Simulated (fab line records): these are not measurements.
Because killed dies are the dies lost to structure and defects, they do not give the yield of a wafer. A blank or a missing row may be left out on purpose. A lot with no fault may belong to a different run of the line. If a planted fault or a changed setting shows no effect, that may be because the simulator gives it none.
The tool behind it: which one? :: flow gf180mcu :: 13 lots, 38 wafers sampled, at 4 steps of a route of 602

## WHAT EACH GAUGE READ, for each wafer
GF_HV_LDD_OVL_MEAS_47.
lot: L763
measured: day 12 08:04
on: overlay-01
HV_LDD_03_OVL (nm): -1.5 -2.7

lot: L764
measured: day 12 12:56
on: overlay-01
HV_LDD_03_OVL (nm): -3.1 -2.9 -2.5

lot: L773
measured: day 15 19:55
on: overlay-01
HV_LDD_03_OVL (nm): -4.9 -3.6 -5.0

lot: L774
measured: day 16 04:27
on: overlay-01
HV_LDD_03_OVL (nm): 0.7 -1.1 1.1

lot: L775
measured: day 16 14:25
on: overlay-02
HV_LDD_03_OVL (nm): -2.9 -1.6 -1.1

lot: L776
measured: day 16 16:19
on: overlay-01
HV_LDD_03_OVL (nm): -0.8 -0.9 -2.6

lot: L777
measured: day 17 00:39
on: overlay-02
HV_LDD_03_OVL (nm): -3.6 -2.1 -4.4

lot: L778
measured: day 17 09:10
on: overlay-02
HV_LDD_03_OVL (nm): -1.8 0.1 -1.6

lot: L781
measured: day 18 03:22
on: overlay-02
HV_LDD_03_OVL (nm): -2.5 -0.9 -2.3

lot: L783
measured: day 19 03:19
on: overlay-02
HV_LDD_03_OVL (nm): -0.2 0.8 -0.2

lot: L784
measured: day 19 17:22
on: overlay-01
HV_LDD_03_OVL (nm): -2.6 -3.1 -3.1

lot: L785
measured: day 20 04:58
on: overlay-01
HV_LDD_03_OVL (nm): -1.8 -4.0 -1.4

lot: L786
measured: day 20 05:37
on: overlay-02
HV_LDD_03_OVL (nm): -2.3 -1.2 -2.3

GF_HV_LDD_TW_MEAS_50.
lot: L763
measured: day 12 08:22
on: filmMetro-01
HV_LDD_4_TW: 573 574

lot: L764
measured: day 12 13:13
on: filmMetro-03
HV_LDD_4_TW: 559 562 561

lot: L773
measured: day 15 20:12
on: filmMetro-03
HV_LDD_4_TW: 500 503 501

lot: L774
measured: day 16 04:44
on: filmMetro-03
HV_LDD_4_TW: 501 499 499

lot: L775
measured: day 16 14:43
on: filmMetro-03
HV_LDD_4_TW: 557 557 555

lot: L776
measured: day 16 16:36
on: filmMetro-04
HV_LDD_4_TW: 569 566 571

lot: L777
measured: day 17 00:56
on: filmMetro-01
HV_LDD_4_TW: 571 575 571

lot: L778
measured: day 17 09:27
on: filmMetro-03
HV_LDD_4_TW: 555 557 554

lot: L781
measured: day 18 03:39
on: filmMetro-01
HV_LDD_4_TW: 573 573 573

lot: L783
measured: day 19 03:37
on: filmMetro-01
HV_LDD_4_TW: 569 574 571

lot: L784
measured: day 19 17:39
on: filmMetro-03
HV_LDD_4_TW: 559 561 563

lot: L785
measured: day 20 05:15
on: filmMetro-01
HV_LDD_4_TW: 572 575 572

lot: L786
measured: day 20 05:53
on: filmMetro-01
HV_LDD_4_TW: 571 571 572

## EACH LOT AND THE TOOL THAT RAN IT (in order: tool; ch and the chambers of the sampled wafers; start)
lot: L763
GF_VT_IMPLANT_STRIP_31: plasmaAsher-04 ch 0,1, day 6 20:11
GF_HV_LDD_IMPLANT_48: implanter-01 ch 0, day 12 08:08

lot: L764
GF_VT_IMPLANT_STRIP_31: plasmaAsher-01 ch 0,1, day 7 04:14
GF_HV_LDD_IMPLANT_48: implanter-03 ch 0, day 12 13:00

lot: L773
GF_VT_IMPLANT_STRIP_31: plasmaAsher-01 ch 0,1, day 9 17:46
GF_HV_LDD_IMPLANT_48: implanter-04 ch 0, day 15 19:58

lot: L774
GF_VT_IMPLANT_STRIP_31: plasmaAsher-01 ch 0,1, day 10 01:19
GF_HV_LDD_IMPLANT_48: implanter-04 ch 0, day 16 04:29

lot: L775
GF_VT_IMPLANT_STRIP_31: plasmaAsher-04 ch 0,1, day 10 07:50
GF_HV_LDD_IMPLANT_48: implanter-03 ch 0, day 16 14:29

lot: L776
GF_VT_IMPLANT_STRIP_31: plasmaAsher-03 ch 0,1, day 10 12:02
GF_HV_LDD_IMPLANT_48: implanter-01 ch 0, day 16 16:22

lot: L777
GF_VT_IMPLANT_STRIP_31: plasmaAsher-03 ch 0,1, day 10 17:32
GF_HV_LDD_IMPLANT_48: implanter-03 ch 0, day 17 00:43

lot: L778
GF_VT_IMPLANT_STRIP_31: plasmaAsher-03 ch 0,1, day 11 01:43
GF_HV_LDD_IMPLANT_48: implanter-01 ch 0, day 17 09:13

lot: L781
GF_VT_IMPLANT_STRIP_31: plasmaAsher-03 ch 0,1, day 11 16:37
GF_HV_LDD_IMPLANT_48: implanter-01 ch 0, day 18 03:25

lot: L783
GF_VT_IMPLANT_STRIP_31: plasmaAsher-01 ch 0,1, day 12 07:52
GF_HV_LDD_IMPLANT_48: implanter-01 ch 0, day 19 03:23

lot: L784
GF_VT_IMPLANT_STRIP_31: plasmaAsher-04 ch 0,1, day 12 19:13
GF_HV_LDD_IMPLANT_48: implanter-04 ch 0, day 19 17:25

lot: L785
GF_VT_IMPLANT_STRIP_31: plasmaAsher-01 ch 0,1, day 13 01:56
GF_HV_LDD_IMPLANT_48: implanter-04 ch 0, day 20 05:01

lot: L786
GF_VT_IMPLANT_STRIP_31: plasmaAsher-01 ch 0,1, day 13 04:37
GF_HV_LDD_IMPLANT_48: implanter-03 ch 0, day 20 05:38
- GF_VT_IMPLANT_STRIP_31: strips in O2/N2.
- GF_HV_LDD_IMPLANT_48

## WHAT THE TOOLS THEMSELVES READ (means of the sampled wafers that have a number; where no wafer has one, the mark that the record gives instead)
GF_VT_IMPLANT_STRIP_31.
lot: L763
tool: plasmaAsher-04
drypumpMotorCurrentA (A): 5.83
heaterPowerW (W): 294
o2FlowSccm (sccm): 3009
oesProductAu (a.u.): 0.720
stripTimeToEndpointS (s): 12.64

lot: L764
tool: plasmaAsher-01
drypumpMotorCurrentA (A): 5.85
heaterPowerW (W): 451
o2FlowSccm (sccm): 2999
oesProductAu (a.u.): 0.719
stripTimeToEndpointS (s): 12.63

lot: L773
tool: plasmaAsher-01
drypumpMotorCurrentA (A): 5.82
heaterPowerW (W): 391
o2FlowSccm (sccm): 3000
oesProductAu (a.u.): 0.716
stripTimeToEndpointS (s): 12.64

lot: L774
tool: plasmaAsher-01
drypumpMotorCurrentA (A): 5.79
heaterPowerW (W): 388
o2FlowSccm (sccm): 2996
oesProductAu (a.u.): 0.717
stripTimeToEndpointS (s): 12.69

lot: L775
tool: plasmaAsher-04
drypumpMotorCurrentA (A): 5.93
heaterPowerW (W): 294
o2FlowSccm (sccm): 2999
oesProductAu (a.u.): 0.716
stripTimeToEndpointS (s): 12.60

lot: L776
tool: plasmaAsher-03
drypumpMotorCurrentA (A): 5.28
heaterPowerW (W): 340
o2FlowSccm (sccm): 3003
oesProductAu (a.u.): 0.715
stripTimeToEndpointS (s): 12.64

lot: L777
tool: plasmaAsher-03
drypumpMotorCurrentA (A): 5.28
heaterPowerW (W): 328
o2FlowSccm (sccm): 2995
oesProductAu (a.u.): 0.710
stripTimeToEndpointS (s): 12.63

lot: L778
tool: plasmaAsher-03
drypumpMotorCurrentA (A): 5.33
heaterPowerW (W): 348
o2FlowSccm (sccm): 2997
oesProductAu (a.u.): 0.711
stripTimeToEndpointS (s): 12.64

lot: L781
tool: plasmaAsher-03
drypumpMotorCurrentA (A): 5.26
heaterPowerW (W): 339
o2FlowSccm (sccm): 3002
oesProductAu (a.u.): 0.717
stripTimeToEndpointS (s): 12.60

lot: L783
tool: plasmaAsher-01
drypumpMotorCurrentA (A): 5.87
heaterPowerW (W): 447
o2FlowSccm (sccm): 3009
oesProductAu (a.u.): 0.715
stripTimeToEndpointS (s): 12.61

lot: L784
tool: plasmaAsher-04
drypumpMotorCurrentA (A): 5.76
heaterPowerW (W): 301
o2FlowSccm (sccm): 3005
oesProductAu (a.u.): 0.715
stripTimeToEndpointS (s): 12.68

lot: L785
tool: plasmaAsher-01
drypumpMotorCurrentA (A): 5.80
heaterPowerW (W): 390
o2FlowSccm (sccm): 3004
oesProductAu (a.u.): 0.715
stripTimeToEndpointS (s): 12.68

lot: L786
tool: plasmaAsher-01
drypumpMotorCurrentA (A): 5.82
heaterPowerW (W): 393
o2FlowSccm (sccm): 2995
oesProductAu (a.u.): 0.722
stripTimeToEndpointS (s): 12.67

GF_HV_LDD_IMPLANT_48.
lot: L763
tool: implanter-01
tiltDeg (degrees): 6.970

lot: L764
tool: implanter-03
tiltDeg (degrees): 6.987

lot: L773
tool: implanter-04
tiltDeg (degrees): -0.006

lot: L774
tool: implanter-04
tiltDeg (degrees): -0.002

lot: L775
tool: implanter-03
tiltDeg (degrees): 6.990

lot: L776
tool: implanter-01
tiltDeg (degrees): 6.999

lot: L777
tool: implanter-03
tiltDeg (degrees): 7.000

lot: L778
tool: implanter-01
tiltDeg (degrees): 6.979

lot: L781
tool: implanter-01
tiltDeg (degrees): 6.987

lot: L783
tool: implanter-01
tiltDeg (degrees): 7.027

lot: L784
tool: implanter-04
tiltDeg (degrees): 7.001

lot: L785
tool: implanter-04
tiltDeg (degrees): 6.995

lot: L786
tool: implanter-03
tiltDeg (degrees): 6.993

## THE ANSWER, worked out from the rows above alone
Rule: usual is defined by the lots themselves. The widest of any qualifying gaps counts: lots, ordered by their means at a reading, are off when they make up no more than a third of the lots, leave a main group of 4 or more, and stand apart from it by 3 or more times the standard deviation of that group's means. The tables above print the reading to a certain number of digits; a main group whose means all agree to those digits is not used. A lot without any number at a reading at which 4 lots or more have one is off too. Where the step has rows for the other lots, those lots are counted as sound. After the gauges, taken in route order, come the tools' own readings; for these a lot's mean is taken, as printed above. At the first step where some lot is off, the reading lying furthest off is the one used; lots without a number count as furthest.
Off: at GF_HV_LDD_TW_MEAS_50 (HV_LDD_4_TW), L773, L774. The main group: mean 567, standard deviation 6.8.
If a tool, at a process step before that reading, ran all the lots that are off and no sound lot after the first of them, it fits. Not tried: the gauges at GF_HV_LDD_TW_MEAS_50; whatever is off there is also off at GF_HV_LDD_IMPLANT_48, on other tools, and gauge error can't account for it. None of those tried fits.

## WHAT WAS PUT IN BY THE SIMULATOR
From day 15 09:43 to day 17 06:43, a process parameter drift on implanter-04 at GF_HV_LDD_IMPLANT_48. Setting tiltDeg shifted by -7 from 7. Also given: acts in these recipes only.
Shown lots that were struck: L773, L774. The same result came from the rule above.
